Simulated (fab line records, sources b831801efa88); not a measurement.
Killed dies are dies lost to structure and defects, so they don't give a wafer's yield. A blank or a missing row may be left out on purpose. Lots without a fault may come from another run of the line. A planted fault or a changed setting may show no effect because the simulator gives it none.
fab line records | flow gf180mcu
record lots=7 wafers=21 last_day=34
route steps=602 shown HV_LDD@185
lots that met no fault: from a run of the same line without faults
start_h: hours from the record's first day to the start of the lot's first wafer shown | wait_h: hours since the lot's step before | " the same as in the row above | L1.1+2: a row that stands for several wafers | - no value, or no start given | * or withheld: withheld | < > ~ a bound
route shown NAME@n: a module of which the file shows steps, and the number in the route of the first | usual: mean/standard deviation of fault-free wafers | same: alike in all rows | chamber/n: place in a boat | sites: the reading at each site | _std_site: their standard deviation | _edge_site: outer sites' mean less inner sites' | radius_mm: how far each site lies from the wafer's centre | mask NAME#n: copy n | behind: the tool/chamber that last shaped the wafer | hold: why the lot was held/for how many hours/how that ended | device: the transistor (n, p or np) that didn't switch | end of line: the same wafers' tests at the end of the route | a step without rows: its recipe alone | killed: dies lost to structure and defects at the first sort, not the wafer's yield | map: a wafer's dies, x killed, . not, _ none there
set.NAME: the setting as run; set.NAME@STEP: as run at that earlier step | model.NAME: the simulator's own value behind a step, which no gauge read
lots at some steps of the route; a table a step, a row a wafer
services: from which hour (start_h, from the record's first day; less than 0 if before it) a tool's chamber was out of use, for how many hours, and why
## steps
# step GF_HV_LDD_IMPLANT_09
# recipe species=As energy_kev=40 dose_cm2=1e+14 tilt_deg=7
# step GF_HV_LDD_STRIP_10
# recipe chemistry=O2/N2 power_w=1400 pressure_mtorr=1500 platen_temp_c=250 o2_flow_sccm=3000 n2_flow_sccm=300 overash_fraction=0.5
# usual drypump_motor_current_A=5.4/0.32 heater_power_w=348/37 oes_product_au=0.716/0.0042 strip_time_to_endpoint_s=12.61/0.032
# columns lot.wafer tool chamber start_h wait_h drypump_motor_current_A heater_power_w oes_product_au rf_hours_counter_h strip_time_to_endpoint_s
L518.2 plasma_asher-02 0 225.43 0.1 5.9 365 0.712 45 12.62
L518.4 " 0 " " 5.9 366 0.718 - 12.62
L518.5 " 0 " " 6.0 365 0.706 - 12.61
L525.1 plasma_asher-02 1 276.83 0.1 5.7 339 0.722 50 12.57
L525.4 " 1 " " 5.7 329 0.717 - 12.55
L525.5 " 0 " " 6.0 364 0.716 - 12.55
L532.1 plasma_asher-04 1 328.85 0.1 5.2 437 0.715 72 12.59
L532.2 " 0 " " 5.0 295 0.717 72 12.56
L532.5 " 1 " " 5.2 430 0.714 - 12.59
L533.4 plasma_asher-04 0 333.89 0.1 5.0 302 0.712 - 12.60
L533.5 " 0 " " 5.0 294 0.718 - 12.61
L533.6 " 1 " " 5.2 440 0.709 - 12.61
L534.2 plasma_asher-04 1 340.18 0.1 5.2 444 0.720 73 12.61
L534.4 " 1 " " 5.2 427 0.720 - 12.59
L534.5 " 1 " " 5.2 442 0.720 - 12.61
L539.3 plasma_asher-03 0 380.74 0.1 5.4 344 0.721 - 12.64
L539.4 " 1 " " 5.1 330 0.717 - 12.66
L539.5 " 1 " " 5.1 337 0.718 - 12.62
L540.1 plasma_asher-03 0 384.13 0.1 5.4 340 0.710 27 12.61
L540.2 " 1 " " 5.1 327 0.718 27 12.64
L540.6 " 1 " " 5.1 322 0.721 - 12.63
# step GF_HV_LDD_TW_MEAS_11
# usual HV_LDD_TW=2424/29
# columns lot.wafer tool chamber start_h wait_h HV_LDD_TW
L518.2 film_metro-03 - 225.54 0.1 2465
L518.4 " - " " 2465
L518.5 " - " " 2456
L525.1 film_metro-04 - 276.93 0.1 2403
L525.4 " - " " 2394
L525.5 " - " " 2383
L532.1 film_metro-04 - 328.95 0.1 2408
L532.2 " - " " 2410
L532.5 " - " " 2411
L533.4 film_metro-03 - 333.98 0.1 2443
L533.5 " - " " 2455
L533.6 " - " " 2459
L534.2 film_metro-04 - 340.29 0.1 2410
L534.4 " - " " 2407
L534.5 " - " " 2404
L539.3 film_metro-04 - 380.82 0.1 2419
L539.4 " - " " 2416
L539.5 " - " " 2430
L540.1 film_metro-04 - 384.23 0.1 2428
L540.2 " - " " 2409
L540.6 " - " " 2414
# step GF_HV_LDD_DEHYDRATE_12
# recipe temp_c=200 time_s=60
# step GF_HV_LDD_HMDS_13
# recipe prime_time_s=60 prime_temp_c=120
# step GF_HV_LDD_COAT_14
# recipe resist=NOVOLAK spin_rpm=3000 resist_thk_nm=1000
# step GF_HV_LDD_SOFTBAKE_15
# recipe temp_c=90 time_s=60 resist=NOVOLAK
# step GF_HV_LDD_EXPOSE_16
# recipe mask_id=Pplus_LV_AREA target_cd_nm=400 na=0.6 source_shape=conventional sigma_outer=0.6 dose_mj=140
# step GF_HV_LDD_PEB_17
# recipe temp_c=withheld time_s=* resist=NOVOLAK
# step GF_HV_LDD_DEVELOP_18
# recipe develop_time_s=60 dev_temp_c=23
# step GF_HV_LDD_CD_MEAS_19
# recipe target_cd_nm=400
# usual cd_nm=399.7/1.9
# columns lot.wafer tool chamber start_h wait_h cd_nm
L518.2 cd_sem-02 - 242.69 0.1 399.6
L518.4 " - " " 397.6
L518.5 " - " " 400.0
L525.1 cd_sem-02 - 296.60 0.1 396.6
L525.4 " - " " 398.1
L525.5 " - " " 399.9
L532.1 cd_sem-02 - 350.09 0.1 401.4
L532.2 " - " " 403.3
L532.5 " - " " 401.8
L533.4 cd_sem-02 - 355.21 0.1 397.5
L533.5 " - " " 399.3
L533.6 " - " " 396.7
L534.2 cd_sem-02 - 362.41 0.1 405.1
L534.4 " - " " 402.5
L534.5 " - " " 402.0
L539.3 cd_sem-02 - 404.31 0.1 400.0
L539.4 " - " " 400.9
L539.5 " - " " 399.1
L540.1 cd_sem-02 - 405.97 0.1 399.9
L540.2 " - " " 401.5
L540.6 " - " " 398.8
# step GF_HV_LDD_OVL_MEAS_20
# usual HV_LDD_01_OVL=-0.1/1.7
# columns lot.wafer tool chamber start_h wait_h HV_LDD_01_OVL[nm]
L518.2 overlay-01 - 242.80 0.1 -0.9
L518.4 " - " " -0.3
L518.5 " - " " 0.2
L525.1 overlay-02 - 296.72 0.1 -0.8
L525.4 " - " " -1.1
L525.5 " - " " 1.3
L532.1 overlay-01 - 350.21 0.1 1.1
L532.2 " - " " 0.6
L532.5 " - " " 2.2
L533.4 overlay-02 - 355.29 0.1 1.3
L533.5 " - " " 0.0
L533.6 " - " " 1.6
L534.2 overlay-02 - 362.52 0.1 -0.2
L534.4 " - " " 0.5
L534.5 " - " " -1.2
L539.3 overlay-02 - 404.40 0.1 1.9
L539.4 " - " " 1.3
L539.5 " - " " -0.6
L540.1 overlay-01 - 406.09 0.1 1.3
L540.2 " - " " 1.8
L540.6 " - " " 2.9
# step GF_HV_LDD_IMPLANT_21
# recipe species=BF2 energy_kev=25 dose_cm2=5e+13 tilt_deg=7
# usual beam_energy_keV=25.001/0.0081 beam_on_s=9.97/0.19
# columns lot.wafer tool chamber start_h wait_h beam_energy_keV beam_on_s
L518.2 implanter-01 0 242.85 0.0 25.005 9.95
L518.4 " 0 " " 25.013 10.05
L518.5 " 0 " " 25.007 10.24
L525.1 implanter-02 0 296.75 0.0 25.003 10.02
L525.4 " 0 " " 24.988 9.85
L525.5 " 0 " " 24.993 9.73
L532.1 implanter-03 - 350.25 0.0 - -
L532.2 " - " " - -
L532.5 " - " " - -
L533.4 implanter-02 - 355.38 0.1 - -
L533.5 " - " " - -
L533.6 " - " " - -
L534.2 implanter-03 - 362.57 0.0 - -
L534.4 " - " " - -
L534.5 " - " " - -
L539.3 implanter-01 0 404.48 0.1 25.005 9.64
L539.4 " 0 " " 25.008 9.69
L539.5 " 0 " " 24.989 10.10
L540.1 implanter-02 0 406.13 0.0 25.016 9.87
L540.2 " 0 " " 25.011 9.95
L540.6 " 0 " " 25.013 9.84
# step GF_HV_LDD_STRIP_22
# recipe chemistry=O2/N2 power_w=1400 pressure_mtorr=1500 platen_temp_c=250 o2_flow_sccm=3000 n2_flow_sccm=300 overash_fraction=0.5
# usual drypump_motor_current_A=5.5/0.34 heater_power_w=349/37 oes_product_au=0.715/0.0043 strip_time_to_endpoint_s=12.63/0.036
# columns lot.wafer tool chamber start_h wait_h drypump_motor_current_A heater_power_w oes_product_au rf_hours_counter_h strip_time_to_endpoint_s
L518.2 plasma_asher-03 1 242.98 0.1 5.1 332 0.711 13 12.67
L518.4 " 0 " " 5.4 347 0.724 - 12.68
L518.5 " 0 " " 5.4 346 0.715 - 12.66
L525.1 plasma_asher-03 1 296.90 0.1 5.1 327 0.715 18 12.63
L525.4 " 1 " " 5.1 325 0.714 - 12.63
L525.5 " 0 " " 5.4 359 0.719 - 12.59
L532.1 plasma_asher-04 0 350.40 0.1 5.1 298 0.711 74 12.60
L532.2 " 1 " " 5.2 432 0.711 74 12.56
L532.5 " 0 " " 5.0 299 0.722 - 12.57
L533.4 plasma_asher-02 1 355.49 0.1 5.7 320 0.724 - 12.62
L533.5 " 0 " " 6.0 365 0.711 - 12.67
L533.6 " 1 " " 5.7 333 0.715 - 12.63
L534.2 plasma_asher-02 1 362.70 0.1 5.7 333 0.717 59 12.62
L534.4 " 1 " " 5.7 333 0.717 - 12.67
L534.5 " 0 " " 5.9 362 0.716 - 12.65
L539.3 plasma_asher-02 0 404.61 0.1 5.9 357 0.718 - 12.58
L539.4 " 1 " " 5.7 331 0.715 - 12.59
L539.5 " 1 " " 5.7 318 0.707 - 12.59
L540.1 plasma_asher-04 0 406.28 0.1 5.0 310 0.719 80 12.68
L540.2 " 1 " " 5.2 430 0.724 80 12.69
L540.6 " 0 " " 5.0 290 0.717 - 12.67
# step GF_HV_LDD_TW_MEAS_23
# usual HV_LDD_2_TW=1064/16
# columns lot.wafer tool chamber start_h wait_h HV_LDD_2_TW
L518.2 film_metro-04 - 243.09 0.1 1047
L518.4 " - " " 1045
L518.5 " - " " 1050
L525.1 film_metro-01 - 297.00 0.1 1045
L525.4 " - " " 1042
L525.5 " - " " 1040
L532.1 film_metro-03 - 350.50 0.1 31
L532.2 " - " " 31
L532.5 " - " " 31
L533.4 film_metro-04 - 355.58 0.1 30
L533.5 " - " " 30
L533.6 " - " " 30
L534.2 film_metro-04 - 362.81 0.1 30
L534.4 " - " " 30
L534.5 " - " " 30
L539.3 film_metro-03 - 404.70 0.1 1095
L539.4 " - " " 1088
L539.5 " - " " 1088
L540.1 film_metro-03 - 406.38 0.1 1090
L540.2 " - " " 1085
L540.6 " - " " 1092
# step GF_HV_LDD_DEHYDRATE_24
# recipe temp_c=200 time_s=60
## services
# columns tool chamber start_h hours kind
implanter-03 - 230.42 2.5 repair
plasma_asher-03 - 259.88 1.4 repair
implanter-03 - 277.28 4.8 repair
implanter-03 - 301.41 5.2 repair
plasma_asher-02 - 304.14 4.3 repair
implanter-03 - 311.76 3.1 pm
plasma_asher-02 - 331.02 4.3 repair
implanter-03 - 337.74 2.9 pm
implanter-01 - 340.44 15.1 repair
plasma_asher-04 - 347.79 2.5 repair
implanter-01 - 398.52 3.3 repair
## key
first_sign step=GF_HV_LDD_IMPLANT_21 reading=tool_record direction=missing
effect step=GF_HV_LDD_TW_MEAS_23 reading=HV_LDD_2_TW direction=down sigmas=64 usual=1064 struck=30 through=control_loop
met_at GF_HV_LDD_IMPLANT_21
struck_wafers L532.1,L532.2,L532.5,L533.4,L533.5,L533.6,L534.2,L534.4,L534.5
later_rows_left_out L532.1,L532.2,L532.5,L533.4,L533.5,L533.6,L534.2,L534.4,L534.5
sort_left_out L532.1,L532.2,L532.5,L533.4,L533.5,L533.6,L534.2,L534.4,L534.5
tester_left_out L532,L533,L534
loop_trim step=GF_HV_LDD_EXPOSE_04 setting=dose lots=L533,L534
onset_between 296.75 350.25
fault kind=skipped_step_whole tool=implanter-02,implanter-03 chamber=- onset_h=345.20 steps=GF_HV_LDD_IMPLANT_21 scope=struck_lots_only
# tester_left_out: of these lots the tester's yield and bins aren't shown, on N5 and GAA mostly nor the transistor test; their killed dies are dies lost to structure and defects alone, not to doping, threshold or leakage, so they don't give the yield
# sort_left_out: the simulated sort isn't trusted on such a fault, so these wafers' sort isn't shown, and their yield isn't known
# later_rows_left_out: the simulator's readings of these wafers behind a module that went badly wrong aren't trusted and aren't shown, but for the sort
# loop_trim: a control loop set the setting to another value than it would have without faults
